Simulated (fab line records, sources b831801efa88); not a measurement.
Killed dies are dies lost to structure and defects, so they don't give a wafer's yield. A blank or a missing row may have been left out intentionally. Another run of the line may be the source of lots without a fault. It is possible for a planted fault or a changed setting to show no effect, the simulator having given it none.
Which tool is to blame? / flow gf180mcu / 12 lots with 36 wafers sampled at 6 steps, on a route of 602 steps

== WHAT EACH GAUGE READ, for each wafer ==
GF_M2_RS_MEAS_05: the measuring method here is four-point-probe.
lot=L406; measured=day 18 06:44; on=film metro-02; M2_ALCU_RS (ohm/sq)=0.0693 0.0692 0.0686
lot=L407; measured=day 18 08:42; on=film metro-01; M2_ALCU_RS (ohm/sq)=0.0690 0.0696 0.0698
lot=L411; measured=day 20 09:11; on=film metro-02; M2_ALCU_RS (ohm/sq)=0.0691 0.0682 0.0687
lot=L412; measured=day 20 15:43; on=film metro-02; M2_ALCU_RS (ohm/sq)=0.0696 0.0693 0.0689
lot=L413; measured=day 21 00:44; on=film metro-02; M2_ALCU_RS (ohm/sq)=0.0708 0.0704 0.0707
lot=L414; measured=day 21 08:05; on=film metro-01; M2_ALCU_RS (ohm/sq)=0.0702 0.0699 0.0707
lot=L422; measured=day 24 00:38; on=film metro-02; M2_ALCU_RS (ohm/sq)=0.0714 0.0692 0.0696
lot=L424; measured=day 24 20:38; on=film metro-02; M2_ALCU_RS (ohm/sq)=0.0685 0.0687 0.0692
lot=L425; measured=day 24 22:07; on=film metro-01; M2_ALCU_RS (ohm/sq)=0.0685 0.0687 0.0697
lot=L426; measured=day 25 04:26; on=film metro-03; M2_ALCU_RS (ohm/sq)=0.0699 0.0703 0.0700
lot=L427; measured=day 25 17:19; on=film metro-02; M2_ALCU_RS (ohm/sq)=0.0702 0.0694 0.0688
lot=L428; measured=day 25 18:04; on=film metro-03; M2_ALCU_RS (ohm/sq)=0.0702 0.0688 0.0702

GF_M2_THK_MEAS_06: measures by xrf.
lot=L406; measured=day 18 06:51; on=film metro-02; M2_ALCU_THK (nm)=448 449 452
lot=L407; measured=day 18 08:47; on=film metro-01; M2_ALCU_THK (nm)=452 448 446
lot=L411; measured=day 20 09:17; on=film metro-02; M2_ALCU_THK (nm)=448 453 449
lot=L412; measured=day 20 15:49; on=film metro-02; M2_ALCU_THK (nm)=447 445 445
lot=L413; measured=day 21 00:51; on=film metro-02; M2_ALCU_THK (nm)=434 437 438
lot=L414; measured=day 21 08:13; on=film metro-01; M2_ALCU_THK (nm)=445 446 440
lot=L422; measured=day 24 00:45; on=film metro-02; M2_ALCU_THK (nm)=431 445 444
lot=L424; measured=day 24 20:44; on=film metro-02; M2_ALCU_THK (nm)=449 450 445
lot=L425; measured=day 24 22:14; on=film metro-01; M2_ALCU_THK (nm)=450 449 447
lot=L426; measured=day 25 04:34; on=film metro-03; M2_ALCU_THK (nm)=443 439 442
lot=L427; measured=day 25 17:26; on=film metro-02; M2_ALCU_THK (nm)=440 447 451
lot=L428; measured=day 25 18:11; on=film metro-03; M2_ALCU_THK (nm)=438 448 440

GF_V2_OVL_MEAS_15.
lot=L406; measured=day 20 08:50; on=overlay-02; V2_OVL (nm)=-4 -6 -6
lot=L407; measured=day 20 11:29; on=overlay-02; V2_OVL (nm)=3 1 1
lot=L411; measured=day 22 10:17; on=overlay-02; V2_OVL (nm)=9 -8 -1
lot=L412; measured=day 22 16:35; on=overlay-02; V2_OVL (nm)=-5 -8 -4
lot=L413; measured=day 23 00:49; on=overlay-02; V2_OVL (nm)=-6 3 -3
lot=L414; measured=day 23 08:13; on=overlay-01; V2_OVL (nm)=5 8 5
lot=L422; measured=day 25 20:19; on=overlay-02; V2_OVL (nm)=5 4 6
lot=L424; measured=day 26 15:53; on=overlay-01; V2_OVL (nm)=4 -3 -4
lot=L425; measured=day 26 17:34; on=overlay-02; V2_OVL (nm)=-5 3 -7
lot=L426; measured=day 26 23:19; on=overlay-02; V2_OVL (nm)=6 0 5
lot=L427; measured=day 27 11:40; on=overlay-02; V2_OVL (nm)=-6 6 6
lot=L428; measured=day 27 13:05; on=overlay-01; V2_OVL (nm)=15 4 6

GF_V2_RS_MEAS_24: the measuring method here is four-point-probe.
lot=L406; measured=day 20 09:46; on=film metro-01; V2_W_RS (ohm/sq)=0.330 0.333 0.332
lot=L407; measured=day 20 12:35; on=film metro-03; V2_W_RS (ohm/sq)=0.321 0.320 0.317
lot=L411; measured=day 22 11:19; on=film metro-03; V2_W_RS (ohm/sq)=0.332 0.333 0.329
lot=L412; measured=day 22 17:30; on=film metro-04; V2_W_RS (ohm/sq)=0.329 0.329 0.332
lot=L413; measured=day 23 01:50; on=film metro-01; V2_W_RS (ohm/sq)=0.333 0.618 0.334
lot=L414; measured=day 23 09:09; on=film metro-01; V2_W_RS (ohm/sq)=0.338 0.626 0.334
lot=L422; measured=day 25 21:27; on=film metro-04; V2_W_RS (ohm/sq)=0.329 0.327 0.330
lot=L424; measured=day 26 16:48; on=film metro-04; V2_W_RS (ohm/sq)=0.324 0.329 0.326
lot=L425; measured=day 26 18:29; on=film metro-01; V2_W_RS (ohm/sq)=0.329 0.326 0.330
lot=L426; measured=day 27 00:13; on=film metro-04; V2_W_RS (ohm/sq)=0.320 0.328 0.322
lot=L427; measured=day 27 12:37; on=film metro-04; V2_W_RS (ohm/sq)=0.333 0.333 0.329
lot=L428; measured=day 27 14:01; on=film metro-01; V2_W_RS (ohm/sq)=0.326 0.328 0.329

GF_V2_THK_MEAS_25: measures by xrf.
lot=L406; measured=day 20 09:52; on=film metro-01; V2_W_THK (nm)=345 339 342
lot=L407; measured=day 20 12:40; on=film metro-03; V2_W_THK (nm)=350 352 353
lot=L411; measured=day 22 11:25; on=film metro-03; V2_W_THK (nm)=336 336 338
lot=L412; measured=day 22 17:37; on=film metro-04; V2_W_THK (nm)=347 346 345
lot=L413; measured=day 23 01:58; on=film metro-01; V2_W_THK (nm)=337 184 335
lot=L414; measured=day 23 09:16; on=film metro-01; V2_W_THK (nm)=331 182 334
lot=L422; measured=day 25 21:34; on=film metro-04; V2_W_THK (nm)=347 350 347
lot=L424; measured=day 26 16:55; on=film metro-04; V2_W_THK (nm)=351 344 349
lot=L425; measured=day 26 18:36; on=film metro-01; V2_W_THK (nm)=344 347 342
lot=L426; measured=day 27 00:20; on=film metro-04; V2_W_THK (nm)=357 348 355
lot=L427; measured=day 27 12:44; on=film metro-04; V2_W_THK (nm)=345 345 349
lot=L428; measured=day 27 14:07; on=film metro-01; V2_W_THK (nm)=345 344 345

== TOOL THAT RAN EACH LOT (tool first, then ch and the chambers of the sampled wafers, then the start) ==
lot=L406; GF_V2_CVD_23=cvd w-01 ch 1, day 20 09:38
lot=L407; GF_V2_CVD_23=cvd w-02 ch 1, day 20 12:25
lot=L411; GF_V2_CVD_23=cvd w-01 ch 0, day 22 11:11
lot=L412; GF_V2_CVD_23=cvd w-01 ch 0,1, day 22 17:22
lot=L413; GF_V2_CVD_23=cvd w-01 ch 0,1, day 23 01:44
lot=L414; GF_V2_CVD_23=cvd w-01 ch 0,1, day 23 09:02
lot=L422; GF_V2_CVD_23=cvd w-01 ch 0, day 25 21:14
lot=L424; GF_V2_CVD_23=cvd w-01 ch 0,1, day 26 16:40
lot=L425; GF_V2_CVD_23=cvd w-01 ch 0, day 26 18:22
lot=L426; GF_V2_CVD_23=cvd w-02 ch 0,1, day 27 00:07
lot=L427; GF_V2_CVD_23=cvd w-01 ch 0,1, day 27 12:30
lot=L428; GF_V2_CVD_23=cvd w-01 ch 0,1, day 27 13:53
- GF_V2_CVD_23: deposits W, target thk 350 nm, time 104.94 s.

== WHAT THE TOOLS THEMSELVES READ (means of the sampled wafers that have a number; where no wafer has one, the mark that the record gives instead) ==
GF_V2_CVD_23.
lot=L406; tool=cvd w-01; heater power w (W)=769
lot=L407; tool=cvd w-02; heater power w (W)=814
lot=L411; tool=cvd w-01; heater power w (W)=796
lot=L412; tool=cvd w-01; heater power w (W)=783
lot=L413; tool=cvd w-01; heater power w (W)=797
lot=L414; tool=cvd w-01; heater power w (W)=795
lot=L422; tool=cvd w-01; heater power w (W)=818
lot=L424; tool=cvd w-01; heater power w (W)=799
lot=L425; tool=cvd w-01; heater power w (W)=806
lot=L426; tool=cvd w-02; heater power w (W)=798
lot=L427; tool=cvd w-01; heater power w (W)=785
lot=L428; tool=cvd w-01; heater power w (W)=798

== THE ANSWER, worked out from the rows above alone ==
Rule: the lots themselves supply what counts as usual. Put in order of their means at a reading, lots are off if they are a third of the lots or fewer, leave a main group of 4 or more, and stand apart from it by a gap of 3 or more times the standard deviation of the main group's means; of several such gaps the widest counts. The tables above print the reading to a certain number of digits; a main group whose means all agree to those digits is not used. A lot without any number at a reading at which 4 lots or more have one is off too. All remaining lots with rows at the step are treated as sound. The gauges are gone through in route order, then the tools' own readings, and for those a lot's mean is taken as printed above. The first step at which some lot is off is used, and at that step the reading that is off furthest; a lot without a number counts as furthest.
Off: L413, L414, at GF_V2_RS_MEAS_24 (V2_W_RS). Mean 0.328 ohm/sq and standard deviation 0.0038 in the main group.
If a tool, at a process step before that reading, ran all the lots that are off and no sound lot after the first of them, it fits. The gauges at GF_V2_RS_MEAS_24 are tried like those tools. None of those tried fits.

== WHAT THE SIMULATOR HAD PUT IN ==
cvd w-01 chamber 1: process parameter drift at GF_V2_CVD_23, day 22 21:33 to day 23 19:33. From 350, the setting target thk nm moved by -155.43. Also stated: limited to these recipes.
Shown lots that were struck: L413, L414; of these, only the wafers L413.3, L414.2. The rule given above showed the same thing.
